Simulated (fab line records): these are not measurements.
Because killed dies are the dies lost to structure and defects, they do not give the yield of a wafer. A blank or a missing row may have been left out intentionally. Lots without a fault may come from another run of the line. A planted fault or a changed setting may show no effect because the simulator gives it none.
fab line records    flow sky130    part 1 of 2: steps 1 to 29 of 39
[record] lots = 5  wafers = 15  last-day = 49
route steps=708 shown METAL3@555 VIA3@573
lots with no fault: from the same line, run without faults
start-h: start of the lot's first displayed wafer, in hours after the record's first day    wait-h: time in hours since the lot's previous step    " repeats the value in the row above    L1.1+2: one row covering several wafers at once    - no value, or no start given    * or withheld: withheld    < > ~ a bound
route shown NAME@n: NAME is a module with steps in the file, n the number in the route of the first one    usual: mean and standard deviation over wafers with no fault    same: alike in all rows    chamber/n: place in a boat    sites: readings site by site    _std_site: how widely they spread, as a standard deviation    _edge_site: inner sites' mean taken away from outer sites' mean    radius-mm: for every site, how far away it sits from the centre of the wafer    mask NAME#n: copy n    behind: the most recent tool/chamber to have shaped the wafer    hold: the reason the lot was held/the length of the hold in hours/how it ended    device: whichever transistor did not switch (one of n, p or np)    end of line: the same wafers' tests at the end of the route    a step without rows: its recipe alone    killed: at the first sort, the dies lost to defects and structure; wafer yield is something else    map: shows each die of a wafer: x if killed, . if not, _ if none is there
set.NAME: the setting that was run; set.NAME@STEP: the one run at that earlier step    model.NAME: the simulator's own value behind a step, which no gauge read
lots at some steps of the route; a table a step, a row a wafer
services: a tool's chamber out of use, with start hour (start-h, from the record's first day; less than 0 if before it), hours out, and reason
[[steps]]
[step SKY_METAL3_DEHYDRATE_05]
[recipe] temp-c = 200  time-s = 60
[same] time-s = 60
lot.wafer   tool            chamber  start-h  wait-h
L074.1+3+5  litho-track-04  0        895.99   11.7
L077.3+4+5  litho-track-02  0        920.36   11.0
L081.1+4+5  litho-track-01  0        944.19   11.0
L091.2+3+4  litho-track-02  0        1014.03  10.7
L092.1+4+6  litho-track-01  0        1016.94  10.9
[step SKY_METAL3_HMDS_06]
[recipe] prime-time-s = 60  prime-temp-c = 120
lot.wafer   tool            chamber  start-h  wait-h
L074.1+3+5  litho-track-04  0        896.14   0.1
L077.3+4+5  litho-track-02  0        920.51   0.1
L081.1+4+5  litho-track-01  0        944.34   0.1
L091.2+3+4  litho-track-02  0        1014.18  0.1
L092.1+4+6  litho-track-01  0        1017.09  0.1
[step SKY_METAL3_COAT_07]
[recipe] resist = BARC  temp-c = withheld  time-s = withheld  spin-rpm = 3000  resist-thk-nm = 60
[usual] spin-speed-rpm = 3000.1/2.1
lot.wafer  tool            chamber  start-h  wait-h  spin-speed-rpm
L074.1     litho-track-04  0        896.29   0.1     2999.9
L074.3     "               0        "        "       3000.5
L074.5     "               0        "        "       2998.1
L077.3     litho-track-02  0        920.66   0.1     3001.2
L077.4     "               0        "        "       3001.7
L077.5     "               0        "        "       3000.5
L081.1     litho-track-01  0        944.49   0.1     3000.0
L081.4     "               0        "        "       2998.8
L081.5     "               0        "        "       3001.5
L091.2     litho-track-02  0        1014.33  0.1     2999.6
L091.3     "               0        "        "       3000.4
L091.4     "               0        "        "       3001.1
L092.1     litho-track-01  0        1017.24  0.1     2998.3
L092.4     "               0        "        "       2998.6
L092.6     "               0        "        "       2995.7
[step SKY_METAL3_COAT_08]
[recipe] resist = KrF-thick  spin-rpm = 3000  resist-thk-nm = 1140
[usual] spin-speed-rpm = 2999.9/1.9
lot.wafer  tool            chamber  start-h  wait-h  spin-speed-rpm
L074.1     litho-track-04  0        -        -       2999.1
L074.3     "               0        "        "       2998.8
L074.5     "               0        "        "       3000.0
L077.3     litho-track-02  0        -        -       3000.1
L077.4     "               0        "        "       2998.4
L077.5     "               0        "        "       2998.9
L081.1     litho-track-01  0        -        -       3002.9
L081.4     "               0        "        "       2999.5
L081.5     "               0        "        "       2999.8
L091.2     litho-track-02  0        -        -       3000.3
L091.3     "               0        "        "       3000.4
L091.4     "               0        "        "       3000.2
L092.1     litho-track-01  0        -        -       2997.3
L092.4     "               0        "        "       3001.4
L092.6     "               0        "        "       3006.0
[step SKY_METAL3_SOFTBAKE_09]
[recipe] temp-c = 100  time-s = 90  resist = KrF-thick
[same] time-s = 90
lot.wafer   tool            chamber  start-h  wait-h
L074.1+3+5  litho-track-04  0        -        -
L077.3+4+5  litho-track-02  0        -        -
L081.1+4+5  litho-track-01  0        -        -
L091.2+3+4  litho-track-02  0        -        -
L092.1+4+6  litho-track-01  0        -        -
[step SKY_METAL3_EXPOSE_10]
[recipe] mask-id = MM3  na = 0.68  source-shape = annular  sigma-inner = 0.4  sigma-outer = 0.8  target-cd-nm = 300  dose-mj = 28
[usual] stage-vel-mm-s = 500.02/0.26
lot.wafer  tool            chamber  start-h  wait-h  mask   stage-vel-mm-s
L074.1     krf-scanner-02  0        -        -       MM3#0  499.58
L074.3     "               0        "        "       MM3#0  499.73
L074.5     "               0        "        "       MM3#0  499.62
L077.3     krf-scanner-01  0        -        -       MM3#0  500.29
L077.4     "               0        "        "       MM3#0  500.02
L077.5     "               0        "        "       MM3#0  500.21
L081.1     krf-scanner-02  0        -        -       MM3#0  499.90
L081.4     "               0        "        "       MM3#0  499.73
L081.5     "               0        "        "       MM3#0  499.54
L091.2     krf-scanner-01  0        -        -       MM3#0  499.87
L091.3     "               0        "        "       MM3#0  500.06
L091.4     "               0        "        "       MM3#0  500.15
L092.1     krf-scanner-02  0        -        -       MM3#0  500.10
L092.4     "               0        "        "       MM3#0  500.10
L092.6     "               0        "        "       MM3#0  500.42
[step SKY_METAL3_PEB_11]
[recipe] peb-temp-c = withheld  peb-time-s = withheld  resist = KrF-thick
lot.wafer   tool            chamber  start-h  wait-h
L074.1+3+5  litho-track-01  0        -        -
L077.3+4+5  litho-track-01  0        -        -
L081.1+4+5  litho-track-01  0        -        -
L091.2+3+4  litho-track-01  0        -        -
L092.1+4+6  litho-track-01  0        -        -
[step SKY_METAL3_DEVELOP_12]
[recipe] develop-time-s = 60  resist = KrF-thick  dev-temp-c = 21
lot.wafer   tool            chamber  start-h  wait-h
L074.1+3+5  litho-track-01  0        -        -
L077.3+4+5  litho-track-01  0        -        -
L081.1+4+5  litho-track-01  0        -        -
L091.2+3+4  litho-track-01  0        -        -
L092.1+4+6  litho-track-01  0        -        -
[step SKY_METAL3_CD_MEAS_13]
[recipe] target-cd-nm = 300
[usual] cd-nm = 300.1/1.4
lot.wafer  tool       chamber  start-h  wait-h  cd-nm
L074.1     cd-sem-01  -        909.79   -       301.0
L074.3     "          -        "        "       300.1
L074.5     "          -        "        "       301.9
L077.3     cd-sem-01  -        934.53   -       299.7
L077.4     "          -        "        "       299.2
L077.5     "          -        "        "       299.5
L081.1     cd-sem-01  -        957.49   -       302.2
L081.4     "          -        "        "       302.2
L081.5     "          -        "        "       301.4
L091.2     cd-sem-02  -        1025.76  -       300.6
L091.3     "          -        "        "       299.2
L091.4     "          -        "        "       300.4
L092.1     cd-sem-01  -        1029.34  -       299.6
L092.4     "          -        "        "       300.7
L092.6     "          -        "        "       301.2
[step SKY_METAL3_OVL_MEAS_14]
[usual] METAL3_OVL = 0/5.7
lot.wafer  tool        chamber  start-h  wait-h  METAL3_OVL[nm]
L074.1     overlay-02  -        909.91   0.1     -1
L074.3     "           -        "        "       -5
L074.5     "           -        "        "       -2
L077.3     overlay-01  -        934.62   0.1     -2
L077.4     "           -        "        "       2
L077.5     "           -        "        "       -3
L081.1     overlay-01  -        957.61   0.1     0
L081.4     "           -        "        "       6
L081.5     "           -        "        "       6
L091.2     overlay-02  -        1025.87  0.1     -3
L091.3     "           -        "        "       -1
L091.4     "           -        "        "       -3
L092.1     overlay-01  -        1029.46  0.1     10
L092.4     "           -        "        "       9
L092.6     "           -        "        "       14
[step SKY_METAL3_DESCUM_15]
[recipe] chemistry = O2  source-power-w = 150  bias-power-w = 0  pressure-mtorr = 10  temp-c = 40  time-s = 8
[usual] drypump-motor-current-A = 5.9/0.48  oes-product-au = 1.008/0.0083
[same] bias-power-w = 0  time-s = 8
lot.wafer  tool          chamber  start-h  wait-h  drypump-motor-current-A  oes-product-au  rf-hours-counter-h
L074.1     rie-metal-02  1        909.95   0.0     5.8                      1.024           16
L074.3     "             0        "        "       5.3                      0.998           -
L074.5     "             0        "        "       5.3                      1.004           -
L077.3     rie-metal-02  1        934.67   0.0     5.8                      1.012           -
L077.4     "             1        "        "       5.8                      1.013           -
L077.5     "             1        "        "       5.8                      1.007           -
L081.1     rie-metal-02  0        957.65   0.0     5.3                      1.023           1
L081.4     "             0        "        "       5.3                      1.021           -
L081.5     "             0        "        "       5.3                      1.017           -
L091.2     rie-metal-03  1        1025.90  0.0     6.5                      1.005           4
L091.3     "             0        "        "       5.6                      1.010           -
L091.4     "             1        "        "       6.5                      1.005           -
L092.1     rie-metal-02  0        1029.50  0.0     5.3                      1.018           6
L092.4     "             0        "        "       5.3                      1.014           -
L092.6     "             0        "        "       5.3                      1.023           -
[step SKY_METAL3_ETCH_16]
[recipe] chemistry = N2/H2  target = BARC  ion-energy-ev = 200  bias-w = 100  pressure-mtorr = 30  n2-flow-sccm = 100  h2-flow-sccm = 200  icp-w = 500  stop-on = SiO2  time-s = 88.2  target-depth-a = 600
[usual] drypump-motor-current-A = 5.9/0.48  oes-product-au = 0.626/0.0047  throttle-valve-pct = 13.205/0.0083
[same] time-s = 88.2
lot.wafer  tool          chamber  start-h  wait-h  drypump-motor-current-A  oes-product-au  rf-hours-counter-h  throttle-valve-pct
L074.1     rie-metal-02  1        909.98   0.0     5.8                      0.633           16                  13.210
L074.3     "             0        "        "       5.3                      0.624           -                   13.200
L074.5     "             0        "        "       5.3                      0.632           -                   13.201
L077.3     rie-metal-02  1        934.78   0.1     5.9                      0.638           -                   13.209
L077.4     "             1        "        "       5.9                      0.630           -                   13.199
L077.5     "             1        "        "       5.8                      0.619           -                   13.201
L081.1     rie-metal-02  0        957.68   0.0     5.3                      0.630           1                   13.205
L081.4     "             0        "        "       5.3                      0.625           -                   13.193
L081.5     "             0        "        "       5.3                      0.624           -                   13.199
L091.2     rie-metal-03  1        1025.93  0.0     6.5                      0.626           4                   13.199
L091.3     "             0        "        "       5.6                      0.622           -                   13.201
L091.4     "             1        "        "       6.5                      0.629           -                   13.197
L092.1     rie-metal-02  0        1029.56  0.1     5.3                      0.626           6                   13.207
L092.4     "             0        "        "       5.3                      0.627           -                   13.212
L092.6     "             0        "        "       5.3                      0.628           -                   13.192
[step SKY_METAL3_ETCH_17]
[recipe] target = SiO2  stop-on = TiN  chemistry = C4F8/O2/Ar  source-w = 1500  bias-w = 1200  pressure-mtorr = 40  c4f8-flow-sccm = withheld  O2_flow_sccm = 6  Ar_flow_sccm = 300  time-s = 3.9  target-depth-a = 150
[usual] oes-product-au = 0.753/0.0063
[same] time-s = 3.9
lot.wafer  tool         chamber  start-h  wait-h  oes-product-au  rf-hours-counter-h
L074.1     rie-diel-02  0        910.08   0.1     0.754           23
L074.3     "            1        "        "       0.746           7
L074.5     "            1        "        "       0.761           -
L077.3     rie-diel-04  3        934.91   0.1     0.748           4
L077.4     "            0        "        "       0.760           10
L077.5     "            2        "        "       0.758           -
L081.1     rie-diel-04  1        957.78   0.1     0.753           3
L081.4     "            2        "        "       0.753           1
L081.5     "            2        "        "       0.763           -
L091.2     rie-diel-04  1        1026.03  0.1     0.738           4
L091.3     "            3        "        "       0.750           6
L091.4     "            0        "        "       0.757           12
L092.1     rie-diel-02  3        1029.76  0.2     0.760           24
L092.4     "            0        "        "       0.752           27
L092.6     "            2        "        "       0.755           -
[step SKY_METAL3_METAL_ETCH_18]
[recipe] target-depth-a = 8450  stop-on = SiO2  over-etch-frac = 0.3  time-s = 183.1  chemistry = Cl2/BCl3  resist-sidewall-deg = 88  pressure-mtorr = 10  icp-w = 900  bias-w = 48.5  Cl2_flow_sccm = 60  bcl3-flow-sccm = 30
[usual] drypump-motor-current-A = 5.9/0.48  oes-product-au = 0.867/0.0057  throttle-valve-pct = 22.264/0.0086
[same] time-s = 183.1
lot.wafer  tool          chamber  start-h  wait-h  drypump-motor-current-A  oes-product-au  rf-hours-counter-h  throttle-valve-pct
L074.1     rie-metal-01  1        910.10   0.0     6.6                      0.871           8                   22.275
L074.3     "             1        "        "       6.6                      0.863           -                   22.254
L074.5     "             1        "        "       6.6                      0.866           -                   22.258
L077.3     rie-metal-03  0        935.05   0.1     5.7                      0.863           -                   22.267
L077.4     "             0        "        "       5.6                      0.867           -                   22.267
L077.5     "             0        "        "       5.6                      0.869           -                   22.256
L081.1     rie-metal-01  1        957.80   0.0     6.6                      0.867           10                  22.255
L081.4     "             1        "        "       6.6                      0.873           -                   22.252
L081.5     "             1        "        "       6.6                      0.868           -                   22.265
L091.2     rie-metal-02  0        1026.11  0.1     5.3                      0.876           -                   22.257
L091.3     "             0        "        "       5.3                      0.872           -                   22.257
L091.4     "             0        "        "       5.3                      0.874           -                   22.258
L092.1     rie-metal-01  0        1029.78  0.0     5.6                      0.868           12                  22.277
L092.4     "             0        "        "       5.7                      0.868           -                   22.262
L092.6     "             0        "        "       5.6                      0.874           -                   22.268
[step SKY_METAL3_STRIP_19]
[recipe] chemistry = O2/N2  power-w = 1400  pressure-mtorr = 1500  platen-temp-c = withheld  o2-flow-sccm = 3000  n2-flow-sccm = 300  overash-fraction = 0.5
[usual] drypump-motor-current-A = 5.9/0.49  oes-product-au = 0.499/0.0054  strip-time-to-endpoint-s = 6.45/0.075
lot.wafer  tool             chamber  start-h  wait-h  drypump-motor-current-A  oes-product-au  rf-hours-counter-h  strip-time-to-endpoint-s
L074.1     plasma-asher-02  1        910.28   0.1     6.4                      0.490           16                  6.45
L074.3     "                0        "        "       6.3                      0.504           -                   6.50
L074.5     "                1        "        "       6.5                      0.497           -                   6.45
L077.3     plasma-asher-02  0        935.32   0.2     6.3                      0.492           -                   6.37
L077.4     "                1        "        "       6.4                      0.497           -                   6.36
L077.5     "                1        "        "       6.5                      0.495           -                   6.38
L081.1     plasma-asher-04  0        957.98   0.1     5.1                      0.505           107                 6.51
L081.4     "                0        "        "       5.1                      0.507           -                   6.57
L081.5     "                1        "        "       5.7                      0.506           -                   6.55
L091.2     plasma-asher-02  1        1026.40  0.2     6.4                      0.497           27                  6.40
L091.3     "                1        "        "       6.4                      0.494           -                   6.37
L091.4     "                0        "        "       6.3                      0.493           -                   6.41
L092.1     plasma-asher-02  0        1029.96  0.1     6.3                      0.501           28                  6.45
L092.4     "                1        "        "       6.4                      0.501           -                   6.47
L092.6     "                1        "        "       6.5                      0.500           -                   6.52
[step SKY_METAL3_STRIP_20]
[recipe] chemistry = post-etch-residue-remover  time-s = 1200  temp-c = 72.5
[usual] bath-guard-temp-C = 73.0/0.58
[same] time-s = 1200
lot.wafer  tool          chamber  start-h  wait-h  bath-guard-temp-C
L074.1     wet-bench-02  3        910.38   0.1     73.9
L074.3     "             3        "        "       73.6
L074.5     "             3        "        "       73.6
L077.3     wet-bench-04  0        935.38   0.0     73.5
L077.4     "             0        "        "       73.2
L077.5     "             0        "        "       73.5
L081.1     wet-bench-02  3        958.08   0.1     73.5
L081.4     "             3        "        "       73.5
L081.5     "             3        "        "       73.6
L091.2     wet-bench-02  3        1026.50  0.1     73.6
L091.3     "             3        "        "       73.6
L091.4     "             3        "        "       73.9
L092.1     wet-bench-04  0        1030.06  0.1     73.1
L092.4     "             0        "        "       73.7
L092.6     "             0        "        "       73.5
[step SKY_METAL3_CLEAN_21]
[recipe] chemistry = IPA  time-s = 180  temp-c = 25
[same] time-s = 180
lot.wafer   tool          chamber  start-h  wait-h
L074.1+3+5  wet-bench-03  3        910.72   0.0
L077.3+4+5  wet-bench-02  1        935.76   0.0
L081.1+4+5  wet-bench-03  1        958.42   0.0
L091.2+3+4  wet-bench-04  1        1026.88  0.0
L092.1+4+6  wet-bench-03  2        1030.43  0.0
[step SKY_METAL3_CLEAN_22]
[recipe] chemistry = O3/DIW  dry = n2-spin
lot.wafer   tool          chamber  start-h  wait-h
L074.1+3+5  wet-bench-02  1        910.79   0.0
L077.3+4+5  wet-bench-02  1        935.81   0.0
L081.1+4+5  wet-bench-04  1        958.48   0.0
L091.2+3+4  wet-bench-03  1        1026.95  0.0
L092.1+4+6  wet-bench-04  0        1030.49  0.0
[step SKY_VIA3_HDPCVD_00]
[recipe] material = SiO2  target-thk-nm = 1635  sigma-open-frac = 0.3  time-s = 272.5  temp-c = 400  sih4-flow-sccm = 60  pressure-mtorr = 6
[same] time-s = 272.5
lot.wafer   tool       chamber  start-h  wait-h
L074.1+3+5  hdpcvd-01  1,0,2    910.88   0.0
L077.3+4+5  hdpcvd-02  2,1,2    935.91   0.0
L081.1+4+5  hdpcvd-01  1,1,2    958.57   0.0
L091.2+3+4  hdpcvd-02  0,2,0    1027.04  0.0
L092.1+4+6  hdpcvd-02  0,0,2    1030.59  0.0
[step SKY_VIA3_THK_MEAS_01]
[recipe] reads = SiO2_of_VIA3_HDPCVD_00
[usual] VIA3_HDPCVD_THK = 1624/19
lot.wafer  tool           chamber  start-h  wait-h  VIA3_HDPCVD_THK[nm]
L074.1     film-metro-02  -        911.05   0.1     1600
L074.3     "              -        "        "       1637
L074.5     "              -        "        "       1643
L077.3     film-metro-03  -        936.09   0.1     1614
L077.4     "              -        "        "       1615
L077.5     "              -        "        "       1608
L081.1     film-metro-03  -        958.74   0.1     1621
L081.4     "              -        "        "       1647
L081.5     "              -        "        "       1661
L091.2     film-metro-03  -        1027.22  0.1     1625
L091.3     "              -        "        "       1595
L091.4     "              -        "        "       1608
L092.1     film-metro-04  -        1030.76  0.1     1612
L092.4     "              -        "        "       1620
L092.6     "              -        "        "       1593
[step SKY_VIA3_CMP_02]
[recipe] material = SiO2  down-force-psi = 4  platen-rpm = 60  pad-velocity-m-s = 0.94248
[usual] motor-current-A = 12.7/1.2
lot.wafer  tool    chamber  start-h  wait-h  motor-current-A
L074.1     cmp-02  3        911.21   0.1     10.5
L074.3     "       0        "        "       14.1
L074.5     "       1        "        "       12.1
L077.3     cmp-02  3        936.13   0.0     10.8
L077.4     "       0        "        "       15.6
L077.5     "       0        "        "       14.6
L081.1     cmp-02  0        958.80   0.1     15.1
L081.4     "       2        "        "       12.4
L081.5     "       1        "        "       12.4
L091.2     cmp-02  0        1027.27  0.0     14.9
L091.4     "       2        "        "       12.0
L091.3     "       3        "        "       10.5
L092.1     cmp-02  3        1030.87  0.1     11.2
L092.4     "       1        "        "       12.5
L092.6     "       2        "        "       12.1
[step SKY_VIA3_BOW_MEAS_03]
[recipe] mode = bow
[usual] VIA3_BOW = 79/7.5
lot.wafer  tool           chamber  start-h  wait-h  VIA3_BOW[um]
L074.1     film-metro-02  -        911.41   0.1     85
L074.3     "              -        "        "       73
L074.5     "              -        "        "       80
L077.3     film-metro-04  -        936.47   0.3     76
L077.4     "              -        "        "       93
L077.5     "              -        "        "       90
L081.1     film-metro-02  -        959.10   0.2     85
L081.4     "              -        "        "       82
L081.5     "              -        "        "       82
L091.2     film-metro-02  -        1027.59  0.3     85
L091.3     "              -        "        "       82
L091.4     "              -        "        "       78
L092.1     film-metro-04  -        1031.12  0.2     89
L092.4     "              -        "        "       87
L092.6     "              -        "        "       97
[step SKY_VIA3_DEHYDRATE_04]
[recipe] temp-c = 200  time-s = 60
[same] time-s = 60
lot.wafer   tool            chamber  start-h  wait-h
L074.1+3+5  litho-track-02  0        923.01   11.6
L077.3+4+5  litho-track-02  0        947.06   10.6
L081.1+4+5  litho-track-02  0        970.06   10.9
L091.2+3+4  litho-track-04  0        1038.17  10.6
L092.1+4+6  litho-track-04  0        1041.84  10.7
[step SKY_VIA3_HMDS_05]
[recipe] prime-time-s = 60  prime-temp-c = 120
lot.wafer   tool            chamber  start-h  wait-h
L074.1+3+5  litho-track-02  0        923.16   0.1
L077.3+4+5  litho-track-02  0        947.21   0.1
L081.1+4+5  litho-track-02  0        970.21   0.1
L091.2+3+4  litho-track-04  0        1038.32  0.1
L092.1+4+6  litho-track-04  0        1041.99  0.1
[step SKY_VIA3_COAT_06]
[recipe] resist = BARC  temp-c = withheld  time-s = withheld  spin-rpm = 3000  resist-thk-nm = 60
[usual] spin-speed-rpm = 3000.0/2.3
lot.wafer  tool            chamber  start-h  wait-h  spin-speed-rpm
L074.1     litho-track-02  0        923.31   0.1     2998.8
L074.3     "               0        "        "       2999.2
L074.5     "               0        "        "       3001.8
L077.3     litho-track-02  0        947.36   0.1     2999.5
L077.4     "               0        "        "       3000.1
L077.5     "               0        "        "       3001.5
L081.1     litho-track-02  0        970.36   0.1     3002.4
L081.4     "               0        "        "       2998.0
L081.5     "               0        "        "       3001.7
L091.2     litho-track-04  0        1038.47  0.1     2999.7
L091.3     "               0        "        "       2998.4
L091.4     "               0        "        "       2999.7
L092.1     litho-track-04  0        1042.14  0.1     2999.9
L092.4     "               0        "        "       3005.2
L092.6     "               0        "        "       3003.1
[step SKY_VIA3_COAT_07]
[recipe] resist = KrF-thick  spin-rpm = 3000  resist-thk-nm = 450
[usual] spin-speed-rpm = 2999.9/2.1
lot.wafer  tool            chamber  start-h  wait-h  spin-speed-rpm
L074.1     litho-track-02  0        -        -       2998.3
L074.3     "               0        "        "       3001.1
L074.5     "               0        "        "       3000.9
L077.3     litho-track-02  0        -        -       3000.3
L077.4     "               0        "        "       2998.2
L077.5     "               0        "        "       3001.8
L081.1     litho-track-02  0        -        -       3000.0
L081.4     "               0        "        "       2998.8
L081.5     "               0        "        "       3000.4
L091.2     litho-track-04  0        -        -       3000.4
L091.3     "               0        "        "       2999.4
L091.4     "               0        "        "       2999.7
L092.1     litho-track-04  0        -        -       2997.4
L092.4     "               0        "        "       2997.7
L092.6     "               0        "        "       2998.0
[step SKY_VIA3_SOFTBAKE_08]
[recipe] temp-c = 100  time-s = 90  resist = KrF-thick
[same] time-s = 90
lot.wafer   tool            chamber  start-h  wait-h
L074.1+3+5  litho-track-02  0        -        -
L077.3+4+5  litho-track-02  0        -        -
L081.1+4+5  litho-track-02  0        -        -
L091.2+3+4  litho-track-04  0        -        -
L092.1+4+6  litho-track-04  0        -        -
[step SKY_VIA3_EXPOSE_09]
[recipe] mask-id = VIM3  na = 0.8  source-shape = annular  sigma-inner = 0.55  sigma-outer = 0.85  target-cd-nm = 200  dose-mj = 38
[usual] stage-vel-mm-s = 500.00/0.29
lot.wafer  tool            chamber  start-h  wait-h  mask    stage-vel-mm-s
L074.1     krf-scanner-01  0        -        -       VIM3#0  499.59
L074.3     "               0        "        "       VIM3#0  499.58
L074.5     "               0        "        "       VIM3#0  499.74
L077.3     krf-scanner-02  0        -        -       VIM3#0  500.46
L077.4     "               0        "        "       VIM3#0  500.31
L077.5     "               0        "        "       VIM3#0  499.86
L081.1     krf-scanner-02  0        -        -       VIM3#0  500.02
L081.4     "               0        "        "       VIM3#0  500.10
L081.5     "               0        "        "       VIM3#0  500.15
L091.2     krf-scanner-02  0        -        -       VIM3#0  500.54
L091.3     "               0        "        "       VIM3#0  500.67
L091.4     "               0        "        "       VIM3#0  500.31
L092.1     krf-scanner-02  0        -        -       VIM3#0  499.75
L092.4     "               0        "        "       VIM3#0  499.89
L092.6     "               0        "        "       VIM3#0  499.93
[step SKY_VIA3_PEB_10]
[recipe] peb-temp-c = withheld  peb-time-s = withheld  resist = KrF-thick
lot.wafer   tool            chamber  start-h  wait-h
L074.1+3+5  litho-track-03  0        -        -
L077.3+4+5  litho-track-04  0        -        -
L081.1+4+5  litho-track-03  0        -        -
L091.2+3+4  litho-track-03  0        -        -
L092.1+4+6  litho-track-03  0        -        -
